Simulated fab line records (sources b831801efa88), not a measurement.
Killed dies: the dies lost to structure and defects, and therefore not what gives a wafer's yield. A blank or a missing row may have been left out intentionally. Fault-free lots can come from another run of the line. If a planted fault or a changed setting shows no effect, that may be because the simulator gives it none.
Which tool was responsible? + flow sky130 + Sampling: 14 lots, 42 wafers, 4 of 708 route steps

== WHAT THE GAUGES SHOWED, per wafer ==
Not one reading of a measure or inspect step in the record can be checked against a usual standard deviation.

== WHICH TOOL RAN EACH LOT (tool, then ch and the chambers of the sampled wafers, then the start) ==
| lot  | SKY_VIA2_CMP_02               | SKY_VIA2_SPUTTER_20          | SKY_VIA2_CMP_24               | SKY_METAL3_SPUTTER_00        |
|------|-------------------------------|------------------------------|-------------------------------|------------------------------|
| L641 | cmp-01 ch 2,3, day 34 22:37   | pvd_sputter-03, day 36 02:43 | cmp-02 ch 0,1,3, day 36 03:11 | pvd_sputter-02, day 36 03:23 |
| L642 | cmp-01 ch 0,1,2, day 35 03:04 | pvd_sputter-01, day 36 07:01 | cmp-02 ch 0,2,3, day 36 07:23 | pvd_sputter-03, day 36 07:41 |
| L644 | cmp-02 ch 1,2,3, day 35 22:05 | pvd_sputter-03, day 37 02:26 | cmp-02 ch 0,1,2, day 37 02:49 | pvd_sputter-02, day 37 03:07 |
| L646 | cmp-01 ch 0,1,3, day 36 15:02 | pvd_sputter-01, day 37 18:28 | cmp-02 ch 0,1,3, day 37 18:50 | pvd_sputter-02, day 37 19:08 |
| L647 | cmp-01 ch 2,3, day 37 01:03   | pvd_sputter-03, day 38 03:49 | cmp-01 ch 0,1,3, day 38 04:17 | pvd_sputter-02, day 38 04:29 |
| L648 | cmp-01 ch 1,2,3, day 37 11:59 | pvd_sputter-03, day 38 14:37 | cmp-01 ch 0,1,3, day 38 15:05 | pvd_sputter-02, day 38 15:17 |
| L649 | cmp-02 ch 0,2,3, day 38 09:06 | pvd_sputter-01, day 39 11:10 | cmp-02 ch 0,1,2, day 39 11:39 | pvd_sputter-02, day 39 11:51 |
| L652 | cmp-02 ch 1,2,3, day 38 20:31 | pvd_sputter-04, day 39 23:10 | cmp-01 ch 0,3, day 39 23:33   | pvd_sputter-02, day 39 23:51 |
| L658 | cmp-01 ch 2,3, day 40 08:57   | pvd_sputter-04, day 41 09:37 | cmp-02 ch 0,2,3, day 41 09:59 | pvd_sputter-02, day 41 10:17 |
| L660 | cmp-02 ch 0,1,3, day 41 02:59 | pvd_sputter-03, day 42 04:16 | cmp-01 ch 0,1,3, day 42 04:41 | pvd_sputter-02, day 42 04:56 |
| L661 | cmp-01 ch 0,3, day 41 04:06   | pvd_sputter-01, day 42 04:58 | cmp-01 ch 0,3, day 42 05:34   | pvd_sputter-02, day 42 05:52 |
| L662 | cmp-02 ch 0,3, day 41 11:38   | pvd_sputter-01, day 42 12:23 | cmp-01 ch 1,2, day 42 12:49   | pvd_sputter-03, day 42 13:04 |
| L663 | cmp-01 ch 0,2,3, day 41 19:19 | pvd_sputter-04, day 42 19:50 | cmp-01 ch 0,3, day 42 20:12   | pvd_sputter-03, day 42 20:30 |
| L664 | cmp-02 ch 0,1,2, day 42 04:28 | pvd_sputter-04, day 43 04:23 | cmp-02 ch 1,3, day 43 04:48   | pvd_sputter-03, day 43 05:03 |
- SKY_VIA2_CMP_02: polishes SiO2.
- SKY_VIA2_SPUTTER_20: material TiN, target thk 20 nm, time 80 s.
- SKY_VIA2_CMP_24: polishes, stops on SiO2, t overpolish 20 s, target thk 0 nm.
- SKY_METAL3_SPUTTER_00: material Ti, target thk 15 nm, time 10 s.

== WHAT THE TOOLS THEMSELVES READ (means of the sampled wafers that have a number; where no wafer has one, the mark that the record gives instead) ==
SKY_VIA2_CMP_02.
| lot  | tool   | motor_current_A (A) |
|------|--------|---------------------|
| L641 | cmp-01 | 12.1                |
| L642 | cmp-01 | 11.5                |
| L644 | cmp-02 | 12.1                |
| L646 | cmp-01 | 11.4                |
| L647 | cmp-01 | 12.4                |
| L648 | cmp-01 | 10.8                |
| L649 | cmp-02 | 12.5                |
| L652 | cmp-02 | 12.7                |
| L658 | cmp-01 | 12.0                |
| L660 | cmp-02 | 13.7                |
| L661 | cmp-01 | 11.8                |
| L662 | cmp-02 | 13.6                |
| L663 | cmp-01 | 12.0                |
| L664 | cmp-02 | 14.1                |

SKY_VIA2_SPUTTER_20.
| lot  | tool           | cathode_dc_power_W (W) | chamber_pressure_pa (Pa) | throttle_valve_pct (%) |
|------|----------------|------------------------|--------------------------|------------------------|
| L641 | pvd_sputter-03 | 4000.5                 | 4.997                    | 30.4                   |
| L642 | pvd_sputter-01 | 4000.2                 | 5.000                    | 30.4                   |
| L644 | pvd_sputter-03 | 4000.0                 | 5.008                    | 30.6                   |
| L646 | pvd_sputter-01 | 4000.3                 | 5.000                    | 30.4                   |
| L647 | pvd_sputter-03 | 4000.6                 | 4.994                    | 30.1                   |
| L648 | pvd_sputter-03 | 3999.9                 | 4.991                    | 30.3                   |
| L649 | pvd_sputter-01 | 4000.7                 | 5.003                    | 31.3                   |
| L652 | pvd_sputter-04 | 4000.3                 | 5.009                    | 29.1                   |
| L658 | pvd_sputter-04 | 4000.4                 | 5.002                    | 29.3                   |
| L660 | pvd_sputter-03 | 3999.8                 | 5.000                    | 30.5                   |
| L661 | pvd_sputter-01 | 4000.0                 | 4.999                    | 29.8                   |
| L662 | pvd_sputter-01 | 3999.3                 | 5.005                    | 30.6                   |
| L663 | pvd_sputter-04 | 4000.0                 | 4.997                    | 29.0                   |
| L664 | pvd_sputter-04 | 4000.3                 | 4.999                    | 29.0                   |

SKY_VIA2_CMP_24.
| lot  | tool   | motor_current_A (A) | overpolish_run_s (s) | time_to_endpoint_s (s) |
|------|--------|---------------------|----------------------|------------------------|
| L641 | cmp-02 | 12.4                | 19.998               | 103                    |
| L642 | cmp-02 | 11.3                | 20.006               | 103                    |
| L644 | cmp-02 | 12.7                | 19.997               | 103                    |
| L646 | cmp-02 | 12.3                | 19.999               | 97                     |
| L647 | cmp-01 | 10.3                | 20.004               | 104                    |
| L648 | cmp-01 | 10.5                | 19.997               | 106                    |
| L649 | cmp-02 | 12.2                | 19.993               | 100                    |
| L652 | cmp-01 | 10.7                | 19.998               | 102                    |
| L658 | cmp-02 | 11.0                | 19.999               | 97                     |
| L660 | cmp-01 | 10.5                | 19.996               | 97                     |
| L661 | cmp-01 | 10.7                | 19.996               | 101                    |
| L662 | cmp-01 | 9.8                 | 19.998               | 95                     |
| L663 | cmp-01 | 10.8                | 20.000               | 97                     |
| L664 | cmp-02 | 11.0                | 20.005               | 104                    |

SKY_METAL3_SPUTTER_00.
| lot  | tool           | cathode_dc_power_W (W) | chamber_pressure_pa (Pa) | throttle_valve_pct (%) |
|------|----------------|------------------------|--------------------------|------------------------|
| L641 | pvd_sputter-02 | 2999.9                 | 0.4001                   | 30.4                   |
| L642 | pvd_sputter-03 | 2999.6                 | 0.4006                   | 30.4                   |
| L644 | pvd_sputter-02 | 2999.7                 | 0.3991                   | 30.4                   |
| L646 | pvd_sputter-02 | 3000.3                 | 0.4004                   | 30.6                   |
| L647 | pvd_sputter-02 | 3000.0                 | 0.4005                   | 31.0                   |
| L648 | pvd_sputter-02 | -                      | -                        | -                      |
| L649 | pvd_sputter-02 | -                      | -                        | -                      |
| L652 | pvd_sputter-02 | 2999.4                 | 0.4004                   | 30.6                   |
| L658 | pvd_sputter-02 | 3000.0                 | 0.4007                   | 30.0                   |
| L660 | pvd_sputter-02 | 3000.1                 | 0.4003                   | 30.6                   |
| L661 | pvd_sputter-02 | 2999.6                 | 0.4010                   | 30.0                   |
| L662 | pvd_sputter-03 | 3000.2                 | 0.3996                   | 29.7                   |
| L663 | pvd_sputter-03 | 2999.8                 | 0.4004                   | 30.8                   |
| L664 | pvd_sputter-03 | 3000.3                 | 0.4002                   | 30.9                   |

== THE ANSWER, worked out from the rows above alone ==
Rule: the usual values come from the lots themselves. The widest of any qualifying gaps counts: lots, ordered by their means at a reading, are off when they make up no more than a third of the lots, leave a main group of 4 or more, and stand apart from it by 3 or more times the standard deviation of that group's means. Not used: any main group whose means are identical at the precision the tables above print for the reading. A lot without any number at a reading at which 4 lots or more have one is off too. Any other lot the step has rows for is counted as sound. After the gauges, taken in route order, come the tools' own readings; for these a lot's mean is taken, as printed above. At the first step where some lot is off, the reading lying furthest off is the one used; lots without a number count as furthest.
Off, at SKY_METAL3_SPUTTER_00 on cathode_dc_power_W: L648, L649. Without a number there: L648, L649. For the main group the mean is 2999.9 W and the standard deviation 0.28.
If a tool, at that step or one of the process steps before it, ran each lot that is off and ran no sound lot following the first of them, it fits. None of those tried fits.

== WHAT HAD BEEN PUT IN BY THE SIMULATOR ==
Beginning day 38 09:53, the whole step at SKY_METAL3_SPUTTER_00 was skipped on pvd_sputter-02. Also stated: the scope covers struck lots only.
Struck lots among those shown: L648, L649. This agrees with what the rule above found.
